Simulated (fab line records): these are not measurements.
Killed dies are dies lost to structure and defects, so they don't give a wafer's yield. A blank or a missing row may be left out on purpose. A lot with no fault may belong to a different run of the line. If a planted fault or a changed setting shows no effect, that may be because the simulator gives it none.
What tool caused it? || flow sky130 || 14 lots with 42 wafers sampled at 2 steps, on a route of 708 steps

WHAT THE GAUGES SHOWED, per wafer
Not one reading of a measure or inspect step in the record can be checked against a usual standard deviation.

EACH LOT AND THE TOOL THAT RAN IT (in order: tool; ch and the chambers of the sampled wafers; start)
{"lot": "L698", "SKY_CAPM_METAL_ETCH_13": "rie_metal-04 ch 0,1, day 37 02:34", "SKY_PAD_OPEN_PROBE_99": "-"}
{"lot": "L699", "SKY_CAPM_METAL_ETCH_13": "rie_metal-02 ch 0,1, day 37 05:40", "SKY_PAD_OPEN_PROBE_99": "-"}
{"lot": "L700", "SKY_CAPM_METAL_ETCH_13": "rie_metal-01 ch 0,1, day 38 01:24", "SKY_PAD_OPEN_PROBE_99": "-"}
{"lot": "L701", "SKY_CAPM_METAL_ETCH_13": "rie_metal-01 ch 0,1, day 38 08:28", "SKY_PAD_OPEN_PROBE_99": "-"}
{"lot": "L704", "SKY_CAPM_METAL_ETCH_13": "rie_metal-04 ch 1, day 39 06:03", "SKY_PAD_OPEN_PROBE_99": "-"}
{"lot": "L705", "SKY_CAPM_METAL_ETCH_13": "rie_metal-04 ch 0,1, day 39 13:06", "SKY_PAD_OPEN_PROBE_99": "-"}
{"lot": "L706", "SKY_CAPM_METAL_ETCH_13": "rie_metal-02 ch 0,1, day 39 13:58", "SKY_PAD_OPEN_PROBE_99": "-"}
{"lot": "L708", "SKY_CAPM_METAL_ETCH_13": "rie_metal-04 ch 0,1, day 40 12:28", "SKY_PAD_OPEN_PROBE_99": "-"}
{"lot": "L709", "SKY_CAPM_METAL_ETCH_13": "rie_metal-02 ch 0,1, day 40 20:19", "SKY_PAD_OPEN_PROBE_99": "prober-02, day 48 12:58"}
{"lot": "L710", "SKY_CAPM_METAL_ETCH_13": "rie_metal-04 ch 0,1, day 41 08:34", "SKY_PAD_OPEN_PROBE_99": "-"}
{"lot": "L713", "SKY_CAPM_METAL_ETCH_13": "rie_metal-04 ch 0,1, day 41 22:28", "SKY_PAD_OPEN_PROBE_99": "-"}
{"lot": "L716", "SKY_CAPM_METAL_ETCH_13": "rie_metal-02 ch 0, day 43 19:34", "SKY_PAD_OPEN_PROBE_99": "-"}
{"lot": "L717", "SKY_CAPM_METAL_ETCH_13": "rie_metal-01 ch 0, day 43 19:48", "SKY_PAD_OPEN_PROBE_99": "-"}
{"lot": "L718", "SKY_CAPM_METAL_ETCH_13": "rie_metal-02 ch 0,1, day 43 21:34", "SKY_PAD_OPEN_PROBE_99": "-"}
- SKY_CAPM_METAL_ETCH_13: etches TiN in Cl2/BCl3, stops on SiO2, target depth 220 nm, time 62.9 s.
- SKY_PAD_OPEN_PROBE_99

AS READ BY THE TOOLS THEMSELVES (means over the sampled wafers that have a number; for cases with no such wafer, the mark the record gives instead)
SKY_CAPM_METAL_ETCH_13. Usual: drypump_motor_current_A 5.9 A, standard deviation 0.44; he_backside_leak_sccm 3.34 sccm, standard deviation 0.26; oes_product_au 0.943 a.u., standard deviation 0.0084; run_length_s 91.3 s, standard deviation 0.65; throttle_valve_pct 21.901 %, standard deviation 0.01.
{"lot": "L698", "tool": "rie_metal-04", "drypump_motor_current_A (A)": 6.4, "he_backside_leak_sccm (sccm)": 3.37, "oes_product_au (a.u.)": 0.945, "run_length_s (s)": 91.3, "throttle_valve_pct (%)": 21.909, "flag": ""}
{"lot": "L699", "tool": "rie_metal-02", "drypump_motor_current_A (A)": 5.9, "he_backside_leak_sccm (sccm)": 3.39, "oes_product_au (a.u.)": 0.942, "run_length_s (s)": 91.5, "throttle_valve_pct (%)": 21.900, "flag": ""}
{"lot": "L700", "tool": "rie_metal-01", "drypump_motor_current_A (A)": 5.3, "he_backside_leak_sccm (sccm)": 3.31, "oes_product_au (a.u.)": 0.949, "run_length_s (s)": 91.0, "throttle_valve_pct (%)": 21.882, "flag": ""}
{"lot": "L701", "tool": "rie_metal-01", "drypump_motor_current_A (A)": 5.5, "he_backside_leak_sccm (sccm)": 3.21, "oes_product_au (a.u.)": 0.947, "run_length_s (s)": 91.2, "throttle_valve_pct (%)": 21.910, "flag": ""}
{"lot": "L704", "tool": "rie_metal-04", "drypump_motor_current_A (A)": 5.9, "he_backside_leak_sccm (sccm)": 3.34, "oes_product_au (a.u.)": 0.949, "run_length_s (s)": 90.5, "throttle_valve_pct (%)": 21.904, "flag": ""}
{"lot": "L705", "tool": "rie_metal-04", "drypump_motor_current_A (A)": 6.4, "he_backside_leak_sccm (sccm)": 3.21, "oes_product_au (a.u.)": 0.943, "run_length_s (s)": 91.2, "throttle_valve_pct (%)": 21.905, "flag": ""}
{"lot": "L706", "tool": "rie_metal-02", "drypump_motor_current_A (A)": 5.8, "he_backside_leak_sccm (sccm)": 3.34, "oes_product_au (a.u.)": 0.943, "run_length_s (s)": 91.8, "throttle_valve_pct (%)": 21.895, "flag": ""}
{"lot": "L708", "tool": "rie_metal-04", "drypump_motor_current_A (A)": 6.1, "he_backside_leak_sccm (sccm)": 3.41, "oes_product_au (a.u.)": 0.952, "run_length_s (s)": 90.7, "throttle_valve_pct (%)": 21.902, "flag": ""}
{"lot": "L709", "tool": "rie_metal-02", "drypump_motor_current_A (A)": 5.8, "he_backside_leak_sccm (sccm)": 3.22, "oes_product_au (a.u.)": 0.941, "run_length_s (s)": 92.1, "throttle_valve_pct (%)": 21.901, "flag": ""}
{"lot": "L710", "tool": "rie_metal-04", "drypump_motor_current_A (A)": 6.2, "he_backside_leak_sccm (sccm)": 3.32, "oes_product_au (a.u.)": 0.934, "run_length_s (s)": 90.8, "throttle_valve_pct (%)": 21.895, "flag": ""}
{"lot": "L713", "tool": "rie_metal-04", "drypump_motor_current_A (A)": 6.4, "he_backside_leak_sccm (sccm)": 3.35, "oes_product_au (a.u.)": 0.944, "run_length_s (s)": 91.2, "throttle_valve_pct (%)": 21.899, "flag": ""}
{"lot": "L716", "tool": "rie_metal-02", "drypump_motor_current_A (A)": 5.7, "he_backside_leak_sccm (sccm)": 3.47, "oes_product_au (a.u.)": 0.925, "run_length_s (s)": 94.2, "throttle_valve_pct (%)": 21.909, "flag": "OFF"}
{"lot": "L717", "tool": "rie_metal-01", "drypump_motor_current_A (A)": 5.8, "he_backside_leak_sccm (sccm)": 3.36, "oes_product_au (a.u.)": 0.953, "run_length_s (s)": 91.8, "throttle_valve_pct (%)": 21.901, "flag": ""}
{"lot": "L718", "tool": "rie_metal-02", "drypump_motor_current_A (A)": 5.8, "he_backside_leak_sccm (sccm)": 3.40, "oes_product_au (a.u.)": 0.922, "run_length_s (s)": 93.6, "throttle_valve_pct (%)": 21.917, "flag": "OFF"}

SKY_PAD_OPEN_PROBE_99. Usual: defect_limited_yield 82.8 %, standard deviation 1.7; killed_at_M0_to_M3 43, standard deviation 6.2; killed_at_M4_up 2.8, standard deviation 1.7; killed_at_contacts 24, standard deviation 4.8; killed_at_front_end 15, standard deviation 4.3; killed_at_other 0.3, standard deviation 0.55; killed_dies 85, standard deviation 8.4; killed_open 46, standard deviation 6.7; killed_short 38, standard deviation 6.2; sort_bin_3_pad_short 0.9 %, standard deviation 0.46; sort_bin_5_function 10.2 %, standard deviation 1.3; sort_bin_6_memory 6.1 %, standard deviation 0.9; sort_n_pass 407, standard deviation 8.4; sort_yield_pct 82.8 %, standard deviation 1.7.
{"lot": "L709", "tool": "prober-02", "defect_limited_yield (%)": 81.3, "killed_at_M0_to_M3": 48, "killed_at_M4_up": 3.0, "killed_at_contacts": 22, "killed_at_front_end": 19, "killed_at_other": 0.0, "killed_dies": 92, "killed_open": 50, "killed_short": 42, "sort_bin_3_pad_short (%)": 0.9, "sort_bin_5_function (%)": 12.1, "sort_bin_6_memory (%)": 5.7, "sort_n_pass": 400, "sort_yield_pct (%)": 81.3, "flag": ""}

THE ANSWER, worked out from the rows above alone
Rule: take the mean of a lot's wafers that have a number; if it is more than 3 standard deviations from the usual mean, the lot is off. Also off: a lot with no number at a reading for which 4 or more lots have one. All remaining lots with rows at the step are treated as sound. First the gauges in route order, then the tools' own readings, where a lot's mean is used as printed above. The first step at which some lot is off is used, and at that step the reading that is off furthest; a lot without a number counts as furthest.
Off: L716, L718 (SKY_CAPM_METAL_ETCH_13, run_length_s).
A tool fits if, at that step or a process step before it, it ran every lot that is off, and no sound lot after the first of them. One candidate fits, namely rie_metal-02 at SKY_CAPM_METAL_ETCH_13. A fault onset in the window from L709 (day 40 20:19, its last sound lot) to L716 (day 43 19:34, its first lot off) fits.
On the lots that are off, the tool's own readings at SKY_CAPM_METAL_ETCH_13 differ by more than 5 times the standard deviation of the sound lots' means, which bears it out; run_length_s reads 93.9 s there versus 91.3 s on the sound lots.

WHAT WAS PUT IN BY THE SIMULATOR
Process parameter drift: rie_metal-02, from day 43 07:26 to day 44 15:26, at SKY_CAPM_METAL_ETCH_13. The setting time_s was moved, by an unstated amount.
Lots struck among those shown: L716, L718. The rule above reached the same finding.
